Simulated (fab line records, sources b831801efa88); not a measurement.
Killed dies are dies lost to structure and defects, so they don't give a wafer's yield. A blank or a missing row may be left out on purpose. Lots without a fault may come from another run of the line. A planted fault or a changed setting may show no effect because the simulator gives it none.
fab line records | flow gf180mcu
record lots=5 wafers=15 last_day=33
route steps=602 shown CONTACT@308 M1@315 V1@335
lots that met no fault: from a run of the same line without faults
start_h: hours from the record's first day to the start of the lot's first wafer shown | wait_h: hours since the lot's step before | " the same as in the row above | L1.1+2: a row that stands for several wafers | - no value, or no start given | * or withheld: withheld | < > ~ a bound
route shown NAME@n: a module of which the file shows steps, and the number in the route of the first | usual: mean/standard deviation of fault-free wafers | same: alike in all rows | chamber/n: place in a boat | sites: the reading at each site | _std_site: their standard deviation | _edge_site: outer sites' mean less inner sites' | radius_mm: how far each site lies from the wafer's centre | mask NAME#n: copy n | behind: the tool/chamber that last shaped the wafer | hold: why the lot was held/for how many hours/how that ended | device: the transistor (n, p or np) that didn't switch | end of line: the same wafers' tests at the end of the route | a step without rows: its recipe alone | killed: dies lost to structure and defects at the first sort, not the wafer's yield | map: a wafer's dies, x killed, . not, _ none there
set.NAME: the setting as run; set.NAME@STEP: as run at that earlier step | model.NAME: the simulator's own value behind a step, which no gauge read
lots at some steps of the route; a table a step, a row a wafer
services: from which hour (start_h, from the record's first day; less than 0 if before it) a tool's chamber was out of use, for how many hours, and why
## steps
# step GF_CONTACT_CLEAN_21
# recipe chemistry=dHF time_s=20 dilution=100:1 dry=ipa_marangoni
# columns lot.wafer tool chamber start_h wait_h
L076.2+4+5 wet_bench-02 2 381.31 0.0
L085.1+2+4 wet_bench-02 1 456.57 0.0
L090.4+5+6 wet_bench-04 0 506.93 0.0
L091.1+3+4 wet_bench-04 0 512.36 0.0
L094.1+2+3 wet_bench-04 3 537.61 0.0
# step GF_CONTACT_SPUTTER_22
# recipe material=Ti target_thk_nm=15 chamber_pressure_pa=5 power_w=2500 substrate_temp_c=200 time_s=80.02
# usual throttle_valve_pct=30.0/1.1
# columns lot.wafer tool chamber start_h wait_h throttle_valve_pct
L076.2 pvd_sputter-03 - 381.33 0.0 30.1
L076.4 " - " " 33.2
L076.5 " - " " 30.3
L085.1 pvd_sputter-03 - 456.58 0.0 30.4
L085.2 " - " " 29.2
L085.4 " - " " 32.9
L090.4 pvd_sputter-03 - 506.95 0.0 29.0
L090.5 " - " " 30.1
L090.6 " - " " 29.2
L091.1 pvd_sputter-02 - 512.37 0.0 29.2
L091.3 " - " " 30.3
L091.4 " - " " 31.0
L094.1 pvd_sputter-02 - 537.62 0.0 31.0
L094.2 " - " " 29.2
L094.3 " - " " 31.4
# step GF_CONTACT_SPUTTER_23
# recipe material=TiN target_thk_nm=10 chamber_pressure_pa=5 power_w=4121 time_s=40
# usual throttle_valve_pct=30.0/1.1
# columns lot.wafer tool chamber start_h wait_h throttle_valve_pct
L076.2 pvd_sputter-03 - 381.39 0.0 30.2
L076.4 " - " " 32.8
L076.5 " - " " 30.1
L085.1 pvd_sputter-03 - 456.65 0.0 30.4
L085.2 " - " " 29.0
L085.4 " - " " 32.8
L090.4 pvd_sputter-03 - 507.01 0.0 28.9
L090.5 " - " " 30.0
L090.6 " - " " 29.1
L091.1 pvd_sputter-02 - 512.44 0.0 28.9
L091.3 " - " " 30.2
L091.4 " - " " 31.0
L094.1 pvd_sputter-02 - 537.69 0.0 31.1
L094.2 " - " " 29.0
L094.3 " - " " 31.0
# step GF_CONTACT_CVD_24
# recipe material=W target_thk_nm=300 time_s=90.339 temp_c=400 pressure_torr=40
# usual heater_power_w=766/60
# columns lot.wafer tool chamber start_h wait_h heater_power_w
L076.2 cvd_w-01 0 381.43 0.0 770
L076.4 " 1 " " 916
L076.5 " 0 " " 772
L085.1 cvd_w-01 0 456.68 0.0 753
L085.2 " 1 " " 803
L085.4 " 0 " " 714
L090.4 cvd_w-01 0 507.08 0.1 719
L090.5 " 0 " " 737
L090.6 " 1 " " 804
L091.1 cvd_w-02 0 512.47 0.0 800
L091.3 " 1 " " 697
L091.4 " 0 " " 828
L094.1 cvd_w-02 0 537.72 0.0 814
L094.2 " 1 " " 680
L094.3 " 1 " " 692
# step GF_CONTACT_RS_MEAS_25
# recipe thk_meas_gauge=four-point-probe reads=W_of_CONTACT_CVD_24+TiN_of_CONTACT_SPUTTER_23+Ti_of_CONTACT_SPUTTER_22
# usual CONTACT_W_RS=0.379/0.007
# columns lot.wafer tool chamber start_h wait_h CONTACT_W_RS[ohm/sq]
L076.2 film_metro-01 - 381.55 0.1 0.381
L076.4 " - " " 0.376
L076.5 " - " " 0.378
L085.1 film_metro-03 - 456.78 0.1 0.373
L085.2 " - " " 0.372
L085.4 " - " " 0.381
L090.4 film_metro-02 - 507.21 0.1 0.386
L090.5 " - " " 0.382
L090.6 " - " " 0.381
L091.1 film_metro-02 - 512.58 0.1 0.373
L091.3 " - " " 0.387
L091.4 " - " " 0.378
L094.1 film_metro-02 - 537.82 0.1 0.376
L094.2 " - " " 0.388
L094.3 " - " " 0.382
# step GF_CONTACT_THK_MEAS_26
# recipe thk_meas_gauge=xrf reads=W_of_CONTACT_CVD_24
# usual CONTACT_W_THK=307/6
# columns lot.wafer tool chamber start_h wait_h CONTACT_W_THK[nm]
L076.2 film_metro-01 - 381.66 0.1 307
L076.4 " - " " 311
L076.5 " - " " 310
L085.1 film_metro-03 - 456.90 0.1 306
L085.2 " - " " 308
L085.4 " - " " 299
L090.4 film_metro-02 - 507.30 0.1 301
L090.5 " - " " 307
L090.6 " - " " 307
L091.1 film_metro-02 - 512.70 0.1 316
L091.3 " - " " 302
L091.4 " - " " 309
L094.1 film_metro-02 - 537.94 0.1 309
L094.2 " - " " 299
L094.3 " - " " 303
# step GF_CONTACT_CMP_27
# recipe stop_on=SiO2 down_force_psi=3.5 platen_rpm=60 t_overpolish_s=15 target_thk_nm=0 pad_velocity_m_s=0.94248
# usual motor_current_A=11.2/0.93 overpolish_run_s=15.000/0.0089 platen_rpm=60.00/0.041 time_to_endpoint_s=74/4
# columns lot.wafer tool chamber start_h wait_h motor_current_A overpolish_run_s platen_rpm time_to_endpoint_s
L076.4 cmp-02 1 381.76 0.1 10.6 14.991 59.93 80
L076.2 " 3 " " 11.7 15.011 59.99 75
L076.5 " 0 " " 13.1 14.994 59.94 72
L085.1 cmp-02 0 456.96 0.1 13.0 14.985 60.02 74
L085.2 " 1 " " 10.9 14.980 60.04 79
L085.4 " 3 " " 11.2 15.010 59.94 76
L090.4 cmp-02 3 507.38 0.1 12.1 14.997 59.98 78
L090.5 " 2 " " 10.1 15.008 59.99 79
L090.6 " 3 " " 12.2 14.991 60.05 79
L091.3 cmp-01 2 512.76 0.0 11.1 15.002 60.05 71
L091.1 " 3 " " 12.3 15.001 60.08 72
L091.4 " 1 " " 9.9 14.993 60.00 69
L094.1 cmp-01 0 538.00 0.1 12.0 15.017 60.05 78
L094.2 " 1 " " 9.7 15.002 59.97 67
L094.3 " 3 " " 12.3 14.992 60.03 72
# step GF_M1_SPUTTER_00
# recipe material=Ti target_thk_nm=37.5 arriving_ion_energy_ev=80 substrate_temp_c=200 chamber_pressure_pa=2 power_w=4000 time_s=150
# usual throttle_valve_pct=30.1/1.1
# columns lot.wafer tool chamber start_h wait_h throttle_valve_pct
L076.2 pvd_sputter-04 - 382.01 0.1 30.7
L076.4 " - " " 31.3
L076.5 " - " " 31.4
L085.1 pvd_sputter-04 - 457.26 0.2 28.9
L085.2 " - " " 31.4
L085.4 " - " " 31.1
L090.4 pvd_sputter-04 - 507.63 0.2 30.5
L090.5 " - " " 28.7
L090.6 " - " " 31.2
L091.1 pvd_sputter-01 - 513.06 0.2 29.2
L091.3 " - " " 28.6
L091.4 " - " " 29.4
L094.1 pvd_sputter-03 - 538.30 0.2 30.9
L094.2 " - " " 29.4
L094.3 " - " " 30.1
# step GF_M1_SPUTTER_01
# recipe material=TiN target_thk_nm=30 power_w=6500 time_s=25 chamber_pressure_pa=0.4
# usual throttle_valve_pct=30.1/1.1
# columns lot.wafer tool chamber start_h wait_h throttle_valve_pct
L076.2 pvd_sputter-04 - 382.11 0.1 30.4
L076.4 " - " " 31.4
L076.5 " - " " 31.3
L085.1 pvd_sputter-04 - 457.36 0.1 28.9
L085.2 " - " " 31.5
L085.4 " - " " 31.6
L090.4 pvd_sputter-04 - 507.73 0.1 30.6
L090.5 " - " " 28.7
L090.6 " - " " 31.4
L091.1 pvd_sputter-01 - 513.16 0.1 29.0
L091.3 " - " " 28.3
L091.4 " - " " 29.5
L094.1 pvd_sputter-03 - 538.40 0.1 30.7
L094.2 " - " " 29.1
L094.3 " - " " 30.1
# step GF_M1_SPUTTER_02
# recipe material=AlCu target_thk_nm=450 power_w=10600 time_s=23.9 chamber_pressure_pa=0.4
# usual throttle_valve_pct=30.1/1.1
# columns lot.wafer tool chamber start_h wait_h throttle_valve_pct
L076.2 pvd_sputter-04 - 382.14 0.0 30.2
L076.4 " - " " 31.3
L076.5 " - " " 31.4
L085.1 pvd_sputter-04 - 457.39 0.0 28.7
L085.2 " - " " 31.1
L085.4 " - " " 31.2
L090.4 pvd_sputter-04 - 507.76 0.0 30.4
L090.5 " - " " 29.0
L090.6 " - " " 31.1
L091.1 pvd_sputter-01 - 513.19 0.0 29.1
L091.3 " - " " 28.7
L091.4 " - " " 29.2
L094.1 pvd_sputter-03 - 538.44 0.0 30.5
L094.2 " - " " 28.8
L094.3 " - " " 30.1
# step GF_M1_SPUTTER_03
# recipe material=Ti target_thk_nm=10 substrate_temp_c=300 chamber_pressure_pa=0.3 power_w=3000 time_s=6.7
# usual throttle_valve_pct=30.1/1.1
# columns lot.wafer tool chamber start_h wait_h throttle_valve_pct
L076.2 pvd_sputter-04 - 382.17 0.0 30.4
L076.4 " - " " 31.1
L076.5 " - " " 31.3
L085.1 pvd_sputter-04 - 457.42 0.0 28.7
L085.2 " - " " 31.2
L085.4 " - " " 31.0
L090.4 pvd_sputter-04 - 507.79 0.0 30.6
L090.5 " - " " 28.9
L090.6 " - " " 31.1
L091.1 pvd_sputter-01 - 513.22 0.0 29.2
L091.3 " - " " 28.6
L091.4 " - " " 29.3
L094.1 pvd_sputter-03 - 538.47 0.0 30.4
L094.2 " - " " 29.2
L094.3 " - " " 30.3
# step GF_M1_SPUTTER_04
# recipe material=TiN target_thk_nm=50 power_w=6500 time_s=41.7 chamber_pressure_pa=0.4
# usual throttle_valve_pct=30.1/1.1
# columns lot.wafer tool chamber start_h wait_h throttle_valve_pct
L076.2 pvd_sputter-04 - 382.19 0.0 30.2
L076.4 " - " " 31.5
L076.5 " - " " 31.2
L085.1 pvd_sputter-04 - 457.45 0.0 28.9
L085.2 " - " " 31.2
L085.4 " - " " 31.0
L090.4 pvd_sputter-04 - 507.81 0.0 30.5
L090.5 " - " " 28.8
L090.6 " - " " 31.1
L091.1 pvd_sputter-01 - 513.24 0.0 29.5
L091.3 " - " " 28.5
L091.4 " - " " 29.4
L094.1 pvd_sputter-03 - 538.49 0.0 30.5
L094.2 " - " " 29.3
L094.3 " - " " 30.2
# step GF_M1_RS_MEAS_05
# recipe thk_meas_gauge=four-point-probe reads=TiN_of_M1_SPUTTER_04+Ti_of_M1_SPUTTER_03+AlCu_of_M1_SPUTTER_02+TiN_of_M1_SPUTTER_01+Ti_of_M1_SPUTTER_00
# usual M1_ALCU_RS=0.0695/0.00083
# columns lot.wafer tool chamber start_h wait_h M1_ALCU_RS[ohm/sq]
L076.2 film_metro-01 - 382.25 0.0 0.0699
L076.4 " - " " 0.0705
L076.5 " - " " 0.0706
L085.1 film_metro-04 - 457.55 0.1 0.0697
L085.2 " - " " 0.0711
L085.4 " - " " 0.0699
L090.4 film_metro-04 - 507.91 0.1 0.0703
L090.5 " - " " 0.0692
L090.6 " - " " 0.0711
L091.1 film_metro-02 - 513.28 0.0 0.0690
L091.3 " - " " 0.0702
L091.4 " - " " 0.0696
L094.1 film_metro-02 - 538.53 0.0 0.0685
L094.2 " - " " 0.0688
L094.3 " - " " 0.0687
# step GF_M1_THK_MEAS_06
# recipe thk_meas_gauge=xrf reads=AlCu_of_M1_SPUTTER_02
# usual M1_ALCU_THK=451/6.4
# columns lot.wafer tool chamber start_h wait_h M1_ALCU_THK[nm]
L076.2 film_metro-01 - 382.36 0.1 453
L076.4 " - " " 447
L076.5 " - " " 447
L085.1 film_metro-04 - 457.67 0.1 447
L085.2 " - " " 440
L085.4 " - " " 446
L090.4 film_metro-04 - 508.00 0.1 440
L090.5 " - " " 449
L090.6 " - " " 439
L091.1 film_metro-02 - 513.40 0.1 455
L091.3 " - " " 447
L091.4 " - " " 451
L094.1 film_metro-02 - 538.65 0.1 460
L094.2 " - " " 458
L094.3 " - " " 459
# step GF_M1_DEHYDRATE_07
# recipe temp_c=200 time_s=60
# columns lot.wafer tool chamber start_h wait_h
L076.2+4+5 litho_track-02 0 393.10 10.7
L085.1+2+4 litho_track-01 0 469.25 11.6
L090.4+5+6 litho_track-02 0 518.85 10.8
L091.1+3+4 litho_track-04 0 524.71 11.3
L094.1+2+3 litho_track-02 0 549.62 11.0
# step GF_M1_HMDS_08
# recipe prime_time_s=60 prime_temp_c=120
# columns lot.wafer tool chamber start_h wait_h
L076.2+4+5 litho_track-02 0 393.25 0.1
L085.1+2+4 litho_track-01 0 469.40 0.1
L090.4+5+6 litho_track-02 0 519.00 0.1
L091.1+3+4 litho_track-04 0 524.86 0.1
L094.1+2+3 litho_track-02 0 549.77 0.1
# step GF_M1_COAT_09
# recipe resist=KrF spin_rpm=withheld resist_thk_nm=1000
# columns lot.wafer tool chamber start_h wait_h
L076.2+4+5 litho_track-02 0 393.40 0.1
L085.1+2+4 litho_track-01 0 469.55 0.1
L090.4+5+6 litho_track-02 0 519.15 0.1
L091.1+3+4 litho_track-04 0 525.01 0.1
L094.1+2+3 litho_track-02 0 549.92 0.1
# step GF_M1_SOFTBAKE_10
# recipe temp_c=130 time_s=60 resist=KrF
# columns lot.wafer tool chamber start_h wait_h
L076.2+4+5 litho_track-02 0 393.55 0.1
L085.1+2+4 litho_track-01 0 469.70 0.1
L090.4+5+6 litho_track-02 0 519.30 0.1
L091.1+3+4 litho_track-04 0 525.16 0.1
L094.1+2+3 litho_track-02 0 550.07 0.1
# step GF_M1_EXPOSE_11
# recipe mask_id=Metal1 target_cd_nm=230 na=0.68 source_shape=conventional sigma_outer=0.6 dose_mj=28
# columns lot.wafer tool chamber start_h wait_h mask
L076.2+4+5 krf_scanner-02 0 - - Metal1#0
L085.1+2+4 krf_scanner-02 0 - - Metal1#0
L090.4+5+6 krf_scanner-01 0 - - Metal1#0
L091.1+3+4 krf_scanner-01 0 - - Metal1#0
L094.1+2+3 krf_scanner-01 0 - - Metal1#0
# step GF_M1_PEB_12
# recipe peb_temp_c=135 peb_time_s=90 resist=KrF
# columns lot.wafer tool chamber start_h wait_h
L076.2+4+5 litho_track-01 0 - -
L085.1+2+4 litho_track-01 0 - -
L090.4+5+6 litho_track-04 0 - -
L091.1+3+4 litho_track-01 0 - -
L094.1+2+3 litho_track-02 0 - -
# step GF_M1_DEVELOP_13
# recipe develop_time_s=60 dev_temp_c=21
# columns lot.wafer tool chamber start_h wait_h
L076.2+4+5 litho_track-01 0 404.58 0.2
L085.1+2+4 litho_track-01 0 481.75 0.2
L090.4+5+6 litho_track-04 0 530.53 0.1
L091.1+3+4 litho_track-01 0 536.20 0.2
L094.1+2+3 litho_track-02 0 561.07 0.2
# step GF_M1_CD_MEAS_14
# recipe target_cd_nm=230
# usual cd_nm=229.5/1.2
# columns lot.wafer tool chamber start_h wait_h cd_nm
L076.2 cd_sem-02 - 404.72 0.1 230.8
L076.4 " - " " 230.5
L076.5 " - " " 231.8
L085.1 cd_sem-02 - 481.90 0.1 229.6
L085.2 " - " " 231.8
L085.4 " - " " 229.5
L090.4 cd_sem-02 - 530.67 0.1 232.5
L090.5 " - " " 232.2
L090.6 " - " " 231.7
L091.1 cd_sem-01 - 536.35 0.1 228.9
L091.3 " - " " 229.1
L091.4 " - " " 229.6
L094.1 cd_sem-02 - 561.22 0.1 229.8
L094.2 " - " " 230.7
L094.3 " - " " 229.4
# step GF_M1_OVL_MEAS_15
# usual M1_OVL=-3/4.9
# columns lot.wafer tool chamber start_h wait_h M1_OVL[nm]
L076.2 overlay-01 - 404.83 0.1 -1
L076.4 " - " " -3
L076.5 " - " " -7
L085.1 overlay-02 - 482.02 0.1 -7
L085.2 " - " " -3
L085.4 " - " " -4
L090.4 overlay-02 - 530.75 0.1 -5
L090.5 " - " " -12
L090.6 " - " " -3
L091.1 overlay-01 - 536.47 0.1 -1
L091.3 " - " " -5
L091.4 " - " " -2
L094.1 overlay-02 - 561.34 0.1 -8
L094.2 " - " " -3
L094.3 " - " " -6
# step GF_M1_METAL_ETCH_16
# recipe chemistry=Cl2/BCl3 mask_material=KrF target_depth_nm=627.5 stop_on=SiO2 pressure_mtorr=8 icp_w=800 bias_w=140 Cl2_flow_sccm=80 bcl3_flow_sccm=40 time_s=104.6
# usual drypump_motor_current_A=5.9/0.31 oes_product_au=0.973/0.0064 throttle_valve_pct=28.250/0.01
# columns lot.wafer tool chamber start_h wait_h drypump_motor_current_A oes_product_au rf_hours_counter_h throttle_valve_pct
L076.2 rie_metal-03 1 404.86 0.0 5.9 0.975 2.2 28.259
L076.4 " 0 " " 5.3 0.968 - 28.236
L076.5 " 1 " " 5.9 0.965 - 28.244
L085.1 rie_metal-01 1 482.06 0.0 6.1 0.970 8.5 28.244
L085.2 " 0 " " 6.3 0.961 7.5 28.256
L085.4 " 0 " " 6.3 0.973 - 28.240
L090.4 rie_metal-02 0 530.80 0.0 6.0 0.966 - 28.253
L090.5 " 1 " " 5.7 0.967 - 28.253
L090.6 " 0 " " 6.0 0.960 - 28.262
L091.1 rie_metal-02 0 536.51 0.0 5.9 0.973 9.9 28.243
L091.3 " 0 " " 6.0 0.970 - 28.255
L091.4 " 1 " " 5.7 0.979 - 28.238
L094.1 rie_metal-01 0 561.38 0.0 6.4 0.974 8.8 28.234
L094.2 " 1 " " 6.1 0.977 9.9 28.222
L094.3 " 1 " " 6.1 0.978 - 28.241
# step GF_M1_STRIP_17
# recipe chemistry=O2/N2 power_w=1400 pressure_mtorr=1500 platen_temp_c=250 o2_flow_sccm=3000 n2_flow_sccm=300 overash_fraction=0.5
# usual drypump_motor_current_A=5.5/0.33 heater_power_w=311/22 oes_product_au=0.557/0.0053 strip_time_to_endpoint_s=7.86/0.042
# same overash_fraction=0.5
# columns lot.wafer tool chamber start_h wait_h drypump_motor_current_A heater_power_w oes_product_au rf_hours_counter_h strip_time_to_endpoint_s
L076.2 plasma_asher-04 1 404.97 0.1 5.4 298 0.563 64 7.91
L076.4 " 0 " " 5.5 323 0.566 - 7.88
L076.5 " 0 " " 5.5 320 0.562 - 7.91
L085.1 plasma_asher-01 1 482.17 0.1 6.1 299 0.551 6 7.87
L085.2 " 0 " " 5.3 314 0.563 6 7.88
L085.4 " 1 " " 6.1 299 0.569 - 7.88
L090.4 plasma_asher-01 0 530.91 0.1 5.2 328 0.558 - 7.80
L090.5 " 1 " " 6.0 305 0.560 - 7.86
L090.6 " 0 " " 5.2 326 0.558 - 7.85
L091.1 plasma_asher-02 1 536.62 0.1 4.9 358 0.556 45 7.85
L091.3 " 0 " " 5.4 286 0.551 - 7.83
L091.4 " 1 " " 4.9 352 0.559 - 7.93
L094.1 plasma_asher-04 1 561.49 0.1 5.4 286 0.554 82 7.80
L094.2 " 0 " " 5.5 329 0.549 82 7.78
L094.3 " 1 " " 5.4 299 0.559 - 7.82
# step GF_M1_STRIP_18
# recipe chemistry=post_etch_residue_remover time_s=1200 temp_c=72.5
# columns lot.wafer tool chamber start_h wait_h
L076.2+4+5 wet_bench-01 1 405.07 0.1
L085.1+2+4 wet_bench-03 0 482.27 0.1
L090.4+5+6 wet_bench-03 1 530.98 0.0
L091.1+3+4 wet_bench-01 2 536.72 0.1
L094.1+2+3 wet_bench-04 0 561.59 0.1
# step GF_M1_CLEAN_19
# recipe chemistry=DIW dry=n2_spin
# columns lot.wafer tool chamber start_h wait_h
L076.2+4+5 wet_bench-04 2 405.44 0.0
L085.1+2+4 wet_bench-01 1 482.64 0.0
L090.4+5+6 wet_bench-04 0 531.32 0.0
L091.1+3+4 wet_bench-04 2 537.06 0.0
L094.1+2+3 wet_bench-03 0 561.97 0.0
# step GF_V1_CVD_00
# recipe material=SiO2 target_thk_nm=600 sigma_open_frac=0.3 temp_c=400 time_s=100 sih4_flow_sccm=60 pressure_mtorr=6
# columns lot.wafer tool chamber start_h wait_h
L076.2+4+5 hdpcvd-02 2,0,2 405.54 0.0
L085.1+2+4 hdpcvd-02 2,1,0 482.73 0.0
L090.4+5+6 hdpcvd-02 0,2,1 531.45 0.0
L091.1+3+4 hdpcvd-01 1,2,1 537.15 0.0
L094.1+2+3 hdpcvd-02 0,2,0 562.06 0.0
# step GF_V1_THK_MEAS_01
# recipe reads=SiO2_of_V1_CVD_00
# usual V1_CVD_00_THK=601/7.4
# columns lot.wafer tool chamber start_h wait_h V1_CVD_00_THK[nm]
L076.2 film_metro-02 - 405.66 0.1 600
L076.4 " - " " 623
L076.5 " - " " 600
L085.1 film_metro-04 - 482.81 0.0 594
L085.2 " - " " 601
L085.4 " - " " 609
L090.4 film_metro-04 - 531.51 0.0 602
L090.5 " - " " 604
L090.6 " - " " 603
L091.1 film_metro-04 - 537.23 0.0 601
L091.3 " - " " 608
L091.4 " - " " 599
L094.1 film_metro-03 - 562.17 0.1 604
L094.2 " - " " 596
L094.3 " - " " 595
# step GF_V1_CVD_02
# recipe material=SiO2 target_thk_nm=850 precursor=TEOS temp_c=400 time_s=94.851 rf_w=600
# usual heater_power_w=634/94
# columns lot.wafer tool chamber start_h wait_h heater_power_w
L076.2 pecvd-02 2 405.71 0.0 512
L076.4 " 2 " " 401
L076.5 " 1 " " 766
L085.1 pecvd-02 2 482.87 0.1 489
L085.2 " 1 " " 689
L085.4 " 1 " " 737
L090.4 pecvd-01 2 531.58 0.1 682
L090.5 " 0 " " 721
L090.6 " 1 " " 656
L091.1 pecvd-04 0 537.29 0.1 621
L091.3 " 2 " " 688
L091.4 " 1 " " 586
L094.1 pecvd-02 2 562.23 0.1 431
L094.2 " 1 " " 714
L094.3 " 0 " " 525
# step GF_V1_THK_MEAS_03
# recipe reads=SiO2_of_V1_CVD_02
# usual V1_CVD_02_THK=852/12
# columns lot.wafer tool chamber start_h wait_h V1_CVD_02_THK[nm]
L076.2 film_metro-04 - 405.79 0.0 853
L076.4 " - " " 866
L076.5 " - " " 857
L085.1 film_metro-04 - 482.94 0.0 851
L085.2 " - " " 860
L085.4 " - " " 866
L090.4 film_metro-03 - 531.64 0.0 862
L090.5 " - " " 847
L090.6 " - " " 853
L091.1 film_metro-03 - 537.35 0.0 850
L091.3 " - " " 871
L091.4 " - " " 869
L094.1 film_metro-04 - 562.29 0.0 834
L094.2 " - " " 839
L094.3 " - " " 839
# step GF_V1_CMP_04
# recipe material=SiO2 down_force_psi=4 platen_rpm=60 pad_velocity_m_s=0.94248
# usual motor_current_A=12.3/1.1 platen_rpm=60.00/0.045 time_to_endpoint_s=83/5.2
# columns lot.wafer tool chamber start_h wait_h motor_current_A platen_rpm time_to_endpoint_s
L076.2 cmp-01 0 405.84 0.0 12.6 60.05 86
L076.4 " 1 " " 10.7 59.97 82
L076.5 " 1 " " 10.4 59.97 79
L085.2 cmp-01 3 483.05 0.1 13.4 59.92 86
L085.1 " 0 " " 12.6 59.97 90
L085.4 " 1 " " 10.9 60.04 88
L090.4 cmp-01 1 531.82 0.2 10.7 59.96 91
L090.5 " 2 " " 12.2 59.95 86
L090.6 " 3 " " 13.4 60.04 87
L091.3 cmp-02 0 537.41 0.0 13.7 59.98 83
L091.1 " 1 " " 11.6 60.01 85
L091.4 " 2 " " 11.4 60.02 88
L094.1 cmp-02 1 562.35 0.1 11.8 60.01 72
L094.3 " 2 " " 11.3 60.03 77
L094.2 " 0 " " 13.9 60.01 74
# step GF_V1_BOW_MEAS_05
# recipe mode=bow
# usual V1_BOW=82/8.1
# columns lot.wafer tool chamber start_h wait_h V1_BOW[um]
L076.2 film_metro-04 - 406.16 0.3 89
L076.4 " - " " 97
L076.5 " - " " 79
L085.1 film_metro-03 - 483.30 0.1 89
L085.2 " - " " 88
L085.4 " - " " 82
L090.4 film_metro-04 - 532.03 0.2 86
L090.5 " - " " 84
L090.6 " - " " 82
L091.1 film_metro-03 - 537.71 0.2 79
L091.3 " - " " 73
L091.4 " - " " 70
L094.1 film_metro-02 - 562.65 0.2 76
L094.2 " - " " 73
L094.3 " - " " 85
# step GF_V1_DEHYDRATE_06
# recipe temp_c=200 time_s=60
# columns lot.wafer tool chamber start_h wait_h
L076.2+4+5 litho_track-02 0 417.55 11.4
L085.1+2+4 litho_track-02 0 494.88 11.6
L090.4+5+6 litho_track-02 0 543.05 11.0
L091.1+3+4 litho_track-01 0 549.30 11.6
L094.1+2+3 litho_track-01 0 572.85 10.2
# step GF_V1_HMDS_07
# recipe prime_time_s=60 prime_temp_c=120
# columns lot.wafer tool chamber start_h wait_h
L076.2+4+5 litho_track-02 0 417.70 0.1
L085.1+2+4 litho_track-02 0 495.03 0.1
L090.4+5+6 litho_track-02 0 543.20 0.1
L091.1+3+4 litho_track-01 0 549.45 0.1
L094.1+2+3 litho_track-01 0 573.00 0.1
# step GF_V1_COAT_08
# recipe resist=BARC temp_c=withheld time_s=withheld spin_rpm=withheld resist_thk_nm=withheld
# columns lot.wafer tool chamber start_h wait_h
L076.2+4+5 litho_track-02 0 417.85 0.1
L085.1+2+4 litho_track-02 0 495.18 0.1
L090.4+5+6 litho_track-02 0 543.35 0.1
L091.1+3+4 litho_track-01 0 549.60 0.1
L094.1+2+3 litho_track-01 0 573.15 0.1
# step GF_V1_COAT_09
# recipe resist=KrF spin_rpm=withheld resist_thk_nm=993
# columns lot.wafer tool chamber start_h wait_h
L076.2+4+5 litho_track-02 0 - -
L085.1+2+4 litho_track-02 0 - -
L090.4+5+6 litho_track-02 0 - -
L091.1+3+4 litho_track-01 0 - -
L094.1+2+3 litho_track-01 0 - -
# step GF_V1_SOFTBAKE_10
# recipe temp_c=130 time_s=60 resist=KrF
# columns lot.wafer tool chamber start_h wait_h
L076.2+4+5 litho_track-02 0 - -
L085.1+2+4 litho_track-02 0 - -
L090.4+5+6 litho_track-02 0 - -
L091.1+3+4 litho_track-01 0 - -
L094.1+2+3 litho_track-01 0 - -
# step GF_V1_EXPOSE_11
# recipe mask_id=Via1 target_cd_nm=260 na=0.68 source_shape=conventional sigma_outer=0.6 dose_mj=38
# columns lot.wafer tool chamber start_h wait_h mask
L076.2+4+5 krf_scanner-01 0 - - Via1#0
L085.1+2+4 krf_scanner-02 0 - - Via1#0
L090.4+5+6 krf_scanner-01 0 - - Via1#0
L091.1+3+4 krf_scanner-02 0 - - Via1#0
L094.1+2+3 krf_scanner-01 0 - - Via1#0
# step GF_V1_PEB_12
# recipe peb_temp_c=135 peb_time_s=90 resist=KrF
# columns lot.wafer tool chamber start_h wait_h
L076.2+4+5 litho_track-02 0 - -
L085.1+2+4 litho_track-01 0 - -
L090.4+5+6 litho_track-02 0 - -
L091.1+3+4 litho_track-02 0 - -
L094.1+2+3 litho_track-02 0 - -
# step GF_V1_DEVELOP_13
# recipe develop_time_s=60 resist=KrF dev_temp_c=21
# columns lot.wafer tool chamber start_h wait_h
L076.2+4+5 litho_track-02 0 430.05 0.2
L085.1+2+4 litho_track-01 0 507.30 0.2
L090.4+5+6 litho_track-02 0 554.95 0.1
L091.1+3+4 litho_track-02 0 560.72 0.2
L094.1+2+3 litho_track-02 0 583.87 0.2
# step GF_V1_CD_MEAS_14
# recipe target_cd_nm=260
# usual cd_nm=260.3/1.3
# columns lot.wafer tool chamber start_h wait_h cd_nm
L076.2 cd_sem-02 - 430.20 0.1 261.5
L076.4 " - " " 261.0
L076.5 " - " " 261.2
L085.1 cd_sem-02 - 507.45 0.1 263.3
L085.2 " - " " 260.2
L085.4 " - " " 260.0
L090.4 cd_sem-01 - 555.08 0.1 260.0
L090.5 " - " " 260.4
L090.6 " - " " 260.9
L091.1 cd_sem-01 - 560.87 0.1 259.8
L091.3 " - " " 259.8
L091.4 " - " " 260.4
L094.1 cd_sem-01 - 584.02 0.1 259.5
L094.2 " - " " 260.2
L094.3 " - " " 258.8
# step GF_V1_OVL_MEAS_15
# usual V1_OVL=-2/4.9
# columns lot.wafer tool chamber start_h wait_h V1_OVL[nm]
L076.2 overlay-02 - 430.30 0.1 -5
L076.4 " - " " -1
L076.5 " - " " -4
L085.1 overlay-02 - 507.57 0.1 -3
L085.2 " - " " -2
L085.4 " - " " -5
L090.4 overlay-02 - 555.16 0.1 8
L090.5 " - " " 9
L090.6 " - " " 6
L091.1 overlay-01 - 560.99 0.1 8
L091.3 " - " " 4
L091.4 " - " " 0
L094.1 overlay-02 - 584.14 0.1 5
L094.2 " - " " 5
L094.3 " - " " 1
## services
# columns tool chamber start_h hours kind
pvd_sputter-03 - 357.56 2.6 repair
krf_scanner-01 - 359.87 1.0 pm
cmp-01 - 360.82 12.8 pm
krf_scanner-01 - 364.62 4.4 pm
cmp-01 - 375.87 3.5 repair
cmp-01 - 379.67 2.1 repair
cmp-01 - 387.22 0.9 repair
cmp-01 - 399.80 5.3 pm
cmp-02 - 404.27 4.0 pm
wet_bench-04 - 412.31 10.3 repair
pvd_sputter-03 - 444.15 9.1 repair
pvd_sputter-04 - 452.22 3.9 repair
krf_scanner-01 - 492.70 1.3 pm
cmp-02 - 493.99 3.3 repair
krf_scanner-01 - 494.16 0.8 pm
cmp-02 - 496.72 1.8 repair
krf_scanner-01 - 528.87 1.0 pm
krf_scanner-01 - 537.78 3.6 pm
cmp-02 - 541.03 0.5 repair
krf_scanner-01 - 544.50 0.6 repair
krf_scanner-01 - 547.16 0.8 pm
pvd_sputter-01 - 552.55 1.5 repair
krf_scanner-01 - 557.05 0.2 repair
krf_scanner-01 - 575.70 1.3 repair
## key
fault none
